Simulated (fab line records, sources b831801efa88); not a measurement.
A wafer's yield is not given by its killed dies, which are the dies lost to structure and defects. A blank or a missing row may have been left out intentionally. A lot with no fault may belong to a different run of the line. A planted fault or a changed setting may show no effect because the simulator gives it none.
fab line records | flow sky130
record lots=14 wafers=42 last-day=50
route steps=708 shown POLY_GATE@228 SPACER@304 POLY_CUT@318 METAL2@498
lots that met no fault: from a run of the same line without faults
start-h: hours from the record's first day to the start of the lot's first wafer shown | wait-h: how many hours have passed since the lot's step before this one | " identical to the entry in the row above | L1.1+2: a row that stands for several wafers | - no value, or no start was given | * or withheld: withheld | < > ~ a bound
route shown NAME@n: a module of which the file shows steps, and the number in the route of the first | usual: mean/standard deviation of fault-free wafers | same: alike in all rows | chamber/n: place in a boat | sites: the reading at each site | _std_site: standard deviation of those values | _edge_site: outer sites' mean less inner sites' | radius-mm: for every site, how far away it sits from the centre of the wafer | mask NAME#n: copy n | behind: the last tool/chamber to shape the wafer | hold: the reason the lot was held/the length of the hold in hours/how it ended | device: whichever transistor did not switch (one of n, p or np) | end of line: the tests these same wafers got at the end of their route | step lacking rows: just its recipe | killed: dies lost to structure and defects at the first sort, not the wafer's yield | map: dies across one wafer; x = killed, . = not, _ = none there
set.NAME: the setting as run; set.NAME@STEP: as run at that earlier step | model.NAME: the simulator's own value behind a step, which no gauge read
route steps across a sampled set of lots; one table per step, one row per wafer
services: the hour from which a tool's chamber was out of use, counted from the record's first day as start-h (under 0 if before that day), plus the number of hours and why
## steps
# step SKY_POLY_GATE_OVL_MEAS_14
# usual POLY_GATE_OVL=1/5.3
# columns lot.wafer tool chamber start-h wait-h POLY_GATE_OVL[nm]
L591.2 overlay-02 - 376.56 0.1 15
L591.3 " - " " 9
L591.4 " - " " 4
L592.1 overlay-02 - 376.74 0.1 3
L592.5 " - " " 0
L592.6 " - " " 4
L593.1 overlay-01 - 385.51 0.1 6
L593.3 " - " " 1
L593.5 " - " " -2
L594.2 overlay-02 - 395.41 0.1 2
L594.4 " - " " 3
L594.5 " - " " -1
L595.1 overlay-01 - 404.86 0.1 -6
L595.3 " - " " -1
L595.4 " - " " 0
L596.3 overlay-02 - 407.22 0.1 -5
L596.4 " - " " -6
L596.5 " - " " -9
L597.3 overlay-02 - 432.60 0.1 -3
L597.5 " - " " -8
L597.6 " - " " -2
L599.3 overlay-01 - 435.80 0.1 9
L599.5 " - " " 8
L599.6 " - " " 11
L598.1 overlay-02 - 438.95 0.1 2
L598.4 " - " " 0
L598.5 " - " " 7
L602.2 overlay-02 - 463.99 0.1 1
L602.3 " - " " 0
L602.4 " - " " 5
L601.1 overlay-01 - 464.94 0.1 -2
L601.2 " - " " -10
L601.6 " - " " -4
L603.1 overlay-02 - 470.11 0.1 1
L603.5 " - " " -11
L603.6 " - " " -2
L612.2 overlay-02 - 555.11 0.1 6
L612.3 " - " " 0
L612.4 " - " " 8
L613.3 overlay-02 - 557.66 0.1 4
L613.4 " - " " 7
L613.5 " - " " -5
# step SKY_SPACER_CVD_00
# recipe material=Si3N4 precursor=DCS/NH3 target-thk-nm=43.1 temp-c=770 time-s=740 pressure-mtorr=250
# usual spike-tc-centre-C=771.2/1.1 spike-tc-lower-C=770.6/1 spike-tc-top-C=787.6/2.3 spike-tc-upper-C=769.6/1.1 susceptor-temp-C=770.0/0.34 zone-power-lower-pct=13.1/0.94
# columns lot.wafer tool chamber start-h wait-h spike-tc-centre-C spike-tc-lower-C spike-tc-top-C spike-tc-upper-C susceptor-temp-C zone-power-lower-pct
L591.2 lpcvd-02 1 533.68 0.8 770.2 771.5 790.6 767.5 770.0 12.3
L591.3 " 1 " " 771.6 769.8 788.1 768.4 769.8 12.3
L591.4 " 1 " " 771.4 773.5 790.6 769.6 769.9 12.2
L592.1 lpcvd-02 0 533.68 0.2 770.3 769.7 783.8 769.2 769.9 14.1
L592.5 " 0 " " 772.3 769.9 786.2 768.3 770.4 14.1
L592.6 " 0 " " 773.2 769.5 784.8 769.0 769.8 14.1
L593.1 lpcvd-02 0 549.73 8.4 773.7 770.2 786.4 772.0 770.3 14.2
L593.3 " 0 " " 770.8 770.1 785.0 769.6 770.1 14.3
L593.5 " 0 " " 771.6 771.5 785.0 770.6 770.0 14.1
L594.2 lpcvd-02 0 554.58 0.0 771.7 770.6 784.6 771.7 770.2 14.1
L594.4 " 0 " " 771.6 769.3 784.3 769.7 770.0 14.2
L594.5 " 0 " " 773.2 769.3 785.1 767.6 770.0 14.1
L595.1 lpcvd-02 1 561.75 0.1 771.2 772.2 788.3 769.2 769.9 12.3
L595.3 " 1 " " 773.0 771.5 789.7 768.7 770.2 12.0
L595.4 " 1 " " 769.8 770.8 789.9 767.9 769.5 12.1
L596.3 lpcvd-02 1 565.73 0.1 772.2 771.7 790.1 767.9 770.1 12.2
L596.4 " 1 " " 770.5 771.3 790.2 770.2 769.4 12.3
L596.5 " 1 " " 773.2 771.1 787.8 767.9 770.0 12.1
L597.3 lpcvd-02 0 592.19 1.0 770.6 770.3 783.4 768.7 770.2 14.2
L597.5 " 0 " " 771.9 769.7 784.8 770.5 769.9 14.1
L597.6 " 0 " " 770.5 771.1 786.2 770.9 770.1 14.2
L599.3 lpcvd-02 1 592.19 0.4 771.5 773.4 789.3 771.1 770.1 12.4
L599.5 " 1 " " 771.8 771.0 789.6 769.5 769.9 12.2
L599.6 " 1 " " 770.8 771.3 787.7 769.1 769.6 12.2
L598.1 lpcvd-02 0 595.33 0.0 773.2 770.9 784.2 770.9 770.0 14.0
L598.4 " 0 " " 770.9 770.8 786.6 769.9 770.2 13.9
L598.5 " 0 " " 771.0 767.9 787.3 769.4 769.6 14.1
L601.1 lpcvd-02 0 621.19 1.5 773.4 770.4 785.7 770.6 770.0 14.0
L601.2 " 0 " " 771.4 770.6 784.3 769.4 770.2 14.2
L601.6 " 0 " " 770.8 770.7 785.7 770.6 770.0 13.9
L602.2 lpcvd-02 1 621.19 2.5 771.0 771.2 788.1 768.8 769.8 12.3
L602.3 " 1 " " 771.5 771.2 790.7 770.1 769.5 12.3
L602.4 " 1 " " 770.9 769.3 788.8 769.4 770.0 12.4
L603.1 lpcvd-02 1 623.44 0.1 771.0 771.3 788.1 772.0 769.9 12.3
L603.5 " 1 " " 771.2 771.5 788.5 769.2 770.0 12.1
L603.6 " 1 " " 770.5 772.4 788.9 769.5 770.2 12.3
L612.2 lpcvd-02 1 702.79 1.1 781.0 782.3 799.1 779.7 779.9 12.4
L612.3 " 1 " " 781.9 781.2 798.9 778.9 779.7 12.5
L612.4 " 1 " " 781.4 781.4 799.2 780.0 779.6 12.4
L613.3 lpcvd-02 1 705.13 0.0 779.4 779.9 800.9 777.6 780.0 12.6
L613.4 " 1 " " 781.1 781.6 799.6 781.0 779.9 12.5
L613.5 " 1 " " 780.2 779.8 801.8 779.2 779.7 12.6
# step SKY_SPACER_THK_MEAS_01
# recipe reads=Si3N4_of_SPACER_CVD_00
# usual SPACER_CVD_00_THK=43.2/0.52
# columns lot.wafer tool chamber start-h wait-h SPACER_CVD_00_THK[nm]
L592.1 film-metro-01 - 534.89 0.0 43.1
L592.5 " - " " 43.2
L592.6 " - " " 42.8
L591.2 film-metro-02 - 534.90 0.0 44.1
L591.3 " - " " 43.8
L591.4 " - " " 44.3
L593.1 film-metro-02 - 550.94 0.0 43.3
L593.3 " - " " 43.3
L593.5 " - " " 42.9
L594.2 film-metro-02 - 556.39 0.0 43.1
L594.4 " - " " 42.6
L594.5 " - " " 42.9
L595.1 film-metro-01 - 562.95 0.0 44.3
L595.3 " - " " 44.0
L595.4 " - " " 43.7
L596.3 film-metro-02 - 566.96 0.0 43.7
L596.4 " - " " 43.7
L596.5 " - " " 43.7
L597.3 film-metro-04 - 593.41 0.0 42.3
L597.5 " - " " 42.3
L597.6 " - " " 42.5
L599.3 film-metro-02 - 593.41 0.0 43.5
L599.5 " - " " 43.6
L599.6 " - " " 44.0
L598.1 film-metro-02 - 596.54 0.0 43.5
L598.4 " - " " 43.3
L598.5 " - " " 43.8
L601.1 film-metro-04 - 622.39 0.0 43.4
L601.2 " - " " 43.3
L601.6 " - " " 43.4
L602.2 film-metro-01 - 622.40 0.0 41.9
L602.3 " - " " 42.0
L602.4 " - " " 42.8
L603.1 film-metro-01 - 624.65 0.0 42.8
L603.5 " - " " 42.6
L603.6 " - " " 42.8
L612.2 film-metro-01 - 704.01 0.0 52.0
L612.3 " - " " 52.1
L612.4 " - " " 52.3
L613.3 film-metro-02 - 706.36 0.0 53.0
L613.4 " - " " 53.2
L613.5 " - " " 53.2
# step SKY_SPACER_ETCHBACK_02
# recipe chemistry=CH3F/O2 target=Si3N4 stop-on=SiO2 source-w=400 bias-w=80 pressure-mtorr=25 ch3f-flow-sccm=40 O2_flow_sccm=30 time-s=46.7 target-depth-a=450
# usual drypump-motor-current-A=5.8/0.52 oes-product-au=0.857/0.0076 throttle-valve-pct=10.563/0.0093
# columns lot.wafer tool chamber start-h wait-h drypump-motor-current-A oes-product-au rf-hours-counter-h throttle-valve-pct
L591.2 rie-diel-01 3 534.95 0.0 5.2 0.869 81 10.565
L591.3 " 1 " " 5.7 0.865 15 10.561
L591.4 " 1 " " 5.6 0.860 - 10.560
L592.1 rie-diel-03 0 534.95 0.1 6.5 0.853 6 10.549
L592.5 " 1 " " 5.6 0.857 - 10.559
L592.6 " 0 " " 6.5 0.850 - 10.578
L593.1 rie-diel-03 3 551.00 0.1 6.6 0.859 49 10.563
L593.3 " 1 " " 5.6 0.862 55 10.567
L593.5 " 2 " " 5.6 0.857 - 10.567
L594.2 rie-diel-02 1 556.44 0.0 6.1 0.856 29 10.557
L594.4 " 2 " " 6.4 0.849 66 10.566
L594.5 " 3 " " 4.8 0.855 - 10.576
L595.1 rie-diel-01 0 563.01 0.1 5.4 0.869 8 10.574
L595.3 " 1 " " 5.6 0.865 - 10.586
L595.4 " 0 " " 5.4 0.861 - 10.560
L596.3 rie-diel-02 0 567.00 0.0 5.9 0.864 14 10.564
L596.4 " 3 " " 4.8 0.856 2 10.558
L596.5 " 0 " " 5.9 0.855 - 10.555
L597.3 rie-diel-03 1 593.45 0.0 5.6 0.846 56 10.567
L597.5 " 3 " " 6.6 0.840 - 10.576
L597.6 " 0 " " 6.5 0.846 - 10.554
L599.3 rie-diel-02 0 593.45 0.0 5.9 0.860 15 10.566
L599.5 " 0 " " 5.9 0.864 - 10.558
L599.6 " 3 " " 4.8 0.870 - 10.565
L598.1 rie-diel-01 2 596.60 0.1 5.8 0.859 12 10.560
L598.4 " 0 " " 5.4 0.859 9 10.551
L598.5 " 3 " " 5.3 0.854 - 10.561
L601.1 rie-diel-01 0 622.45 0.1 5.5 0.865 9 10.557
L601.2 " 1 " " 5.7 0.864 18 10.565
L601.6 " 0 " " 5.4 0.862 - 10.552
L602.2 rie-diel-03 0 622.45 0.0 6.5 0.846 7 10.567
L602.3 " 2 " " 5.6 0.837 13 10.551
L602.4 " 3 " " 6.6 0.847 50 10.579
L603.1 rie-diel-01 2 624.71 0.1 5.9 0.858 13 10.552
L603.5 " 1 " " 5.6 0.852 - 10.570
L603.6 " 0 " " 5.4 0.856 - 10.565
L612.2 rie-diel-03 2 704.06 0.0 5.6 0.951 14 10.560
L612.3 " 1 " " 5.5 0.952 0 10.570
L612.4 " 0 " " 6.5 0.964 - 10.584
L613.3 rie-diel-01 2 706.40 0.0 5.9 0.958 15 10.591
L613.4 " 0 " " 5.4 0.966 11 10.560
L613.5 " 1 " " 5.6 0.962 - 10.564
# step SKY_POLY_CUT_ETCH_11
# recipe target=Si3N4 chemistry=CF4/CH2F2/Ar stop-on=poly-Si source-w=600 bias-w=150 pressure-mtorr=40 cf4-flow-sccm=40 ch2f2-flow-sccm=20 Ar_flow_sccm=150 time-s=42.5 target-depth-a=600
# usual drypump-motor-current-A=5.8/0.44 oes-product-au=0.833/0.0069 throttle-valve-pct=14.995/0.0084
# columns lot.wafer tool chamber start-h wait-h drypump-motor-current-A oes-product-au rf-hours-counter-h throttle-valve-pct
L591.2 rie-diel-04 2 564.73 0.0 6.4 0.823 5 14.984
L591.3 " 1 " " 6.3 0.829 5 14.989
L591.4 " 3 " " 6.1 0.836 3 14.990
L592.1 rie-diel-01 0 564.98 0.0 5.5 0.837 8 15.000
L592.5 " 0 " " 5.5 0.840 - 14.984
L592.6 " 2 " " 5.8 0.837 - 14.991
L593.1 rie-diel-01 1 580.53 0.0 5.6 0.827 17 14.987
L593.3 " 2 " " 5.8 0.829 12 15.005
L593.5 " 2 " " 5.9 0.833 - 15.001
L594.2 rie-diel-01 2 586.76 0.0 5.9 0.835 12 14.990
L594.4 " 1 " " 5.6 0.833 - 15.002
L594.5 " 2 " " 5.9 0.840 - 14.991
L595.1 rie-diel-01 3 593.37 0.0 5.3 0.841 0 14.999
L595.3 " 1 " " 5.6 0.844 17 14.979
L595.4 " 0 " " 5.4 0.831 9 15.002
L596.3 rie-diel-03 1 597.03 0.0 5.6 0.827 56 14.989
L596.4 " 3 " " 6.6 0.834 50 14.991
L596.5 " 1 " " 5.6 0.824 - 15.007
L597.3 rie-diel-04 2 622.88 0.0 6.3 0.837 6 15.003
L597.5 " 3 " " 6.1 0.843 - 14.985
L597.6 " 2 " " 6.4 0.846 - 14.995
L599.3 rie-diel-01 0 622.96 0.0 5.5 0.837 10 15.000
L599.5 " 2 " " 5.9 0.834 - 14.997
L599.6 " 1 " " 5.6 0.841 - 15.002
L598.1 rie-diel-04 0 625.53 0.0 5.0 0.832 2 14.980
L598.4 " 2 " " 6.4 0.832 6 15.007
L598.5 " 1 " " 6.3 0.838 - 14.992
L602.2 rie-diel-01 1 650.58 0.0 5.6 0.829 18 14.994
L602.3 " 0 " " 5.4 0.824 10 14.992
L602.4 " 3 " " 5.2 0.830 1 14.981
L601.1 rie-diel-04 0 651.23 0.0 5.0 0.838 2 14.992
L601.2 " 3 " " 6.1 0.843 4 15.004
L601.6 " 2 " " 6.4 0.838 - 14.995
L603.1 rie-diel-03 3 653.73 0.0 6.6 0.829 51 14.989
L603.5 " 1 " " 5.5 0.823 - 14.987
L603.6 " 2 " " 5.5 0.820 - 14.979
L612.2 rie-diel-01 3 732.43 0.0 5.2 0.838 3 14.985
L612.3 " 1 " " 5.6 0.831 20 14.984
L612.4 " 0 " " 5.4 0.837 12 15.003
L613.3 rie-diel-03 0 734.31 0.0 6.5 0.834 9 15.005
L613.4 " 3 " " 6.6 0.831 0 14.992
L613.5 " 0 " " 6.5 0.837 - 14.993
# step SKY_METAL2_CD_MEAS_15
# recipe target-cd-nm=140
# usual cd-nm=139.7/1.2
# columns lot.wafer tool chamber start-h wait-h cd-nm
L591.2 cd-sem-02 - 827.01 - 139.4
L591.3 " - " " 139.3
L591.4 " - " " 139.4
L592.1 cd-sem-01 - 829.82 - 140.0
L592.5 " - " " 141.4
L592.6 " - " " 140.5
L593.1 cd-sem-02 - 838.08 - 141.6
L593.3 " - " " 141.2
L593.5 " - " " 141.8
L594.2 cd-sem-02 - 845.26 - 140.6
L594.4 " - " " 139.4
L594.5 " - " " 140.2
L595.1 cd-sem-02 - 852.57 - 139.9
L595.3 " - " " 140.5
L595.4 " - " " 142.0
L596.3 cd-sem-02 - 854.17 - 139.5
L596.4 " - " " 139.2
L596.5 " - " " 139.8
L597.3 cd-sem-01 - 877.21 - 139.1
L597.5 " - " " 140.9
L597.6 " - " " 140.2
L599.3 cd-sem-02 - 879.73 - 140.0
L599.5 " - " " 141.5
L599.6 " - " " 140.6
L598.1 cd-sem-02 - 880.07 - 140.7
L598.4 " - " " 141.9
L598.5 " - " " 141.7
L602.2 cd-sem-02 - 902.45 - 139.5
L602.3 " - " " 140.4
L602.4 " - " " 140.3
L601.1 cd-sem-02 - 903.79 - 140.1
L601.2 " - " " 138.7
L601.6 " - " " 138.4
L603.1 cd-sem-01 - 907.29 - 138.4
L603.5 " - " " 139.1
L603.6 " - " " 139.3
L612.2 cd-sem-01 - 973.74 - 138.7
L612.3 " - " " 138.2
L612.4 " - " " 137.3
L613.3 cd-sem-01 - 978.18 - 139.5
L613.4 " - " " 140.2
L613.5 " - " " 142.1
## services
# columns tool chamber start-h hours kind
rie-diel-03 1 512.22 3.1 repair
rie-diel-02 3 522.28 8.3 repair
rie-diel-01 2 530.14 4.4 repair
rie-diel-01 0 533.18 7.6 repair
lpcvd-02 - 535.13 14.6 pm
rie-diel-04 - 539.78 14.6 pm
rie-diel-02 0 541.88 8.6 repair
rie-diel-01 3 542.83 28.9 repair
rie-diel-01 2 558.36 4.7 repair
rie-diel-01 - 565.45 2.8 pm
rie-diel-01 3 571.75 - clean
rie-diel-01 3 571.75 21.5 scheduled-down
rie-diel-04 3 602.02 8.6 repair
rie-diel-04 2 603.23 4.2 repair
lpcvd-02 - 614.14 6.0 pm
rie-diel-03 3 635.88 10.3 repair
rie-diel-01 3 636.98 7.7 repair
rie-diel-01 0 658.97 3.0 repair
rie-diel-02 0 659.88 12.3 repair
rie-diel-01 - 663.97 15.6 pm
rie-diel-03 0 704.40 7.7 repair
rie-diel-02 2 717.02 16.7 repair
rie-diel-01 3 718.70 6.3 repair
lpcvd-02 - 721.47 0.8 pm
## key
first-sign step=SKY_SPACER_CVD_00 reading=susceptor-temp-C direction=up sigmas=29 usual=* struck=*
effect step=SKY_SPACER_CVD_00 reading=spike-tc-lower-C direction=up sigmas=10 usual=770.6 struck=781.0
effect step=SKY_SPACER_THK_MEAS_01 reading=SPACER_CVD_00_THK direction=up sigmas=18 usual=43.2 struck=52.7
effect step=SKY_SPACER_ETCHBACK_02 reading=oes-product-au direction=up sigmas=13 usual=0.857 struck=0.959
met-at SKY_SPACER_CVD_00
struck-lots L612,L613
sort-left-out L612.2,L612.3,L612.4,L613.3,L613.4,L613.5
tester-left-out L612,L613
not-acting-at SKY_POLY_GATE_OVL_MEAS_14,SKY_POLY_CUT_ETCH_11,SKY_METAL2_CD_MEAS_15
onset-between 623.44 702.79
fault kind=process-parameter-drift tool=lpcvd-02 chamber=- onset-h=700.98 steps=SKY_SPACER_CVD_00 channel=temp-c offset=* shape=step end-h=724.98 acts-in=* stated=*
# tester-left-out: of these lots the tester's yield and bins aren't shown, on N5 and GAA mostly nor the transistor test; their killed dies are dies lost to structure and defects alone, not to doping, threshold or leakage, so they don't give the yield
# sort-left-out: the simulated sort isn't trusted on such a fault, so these wafers' sort isn't shown, and their yield isn't known
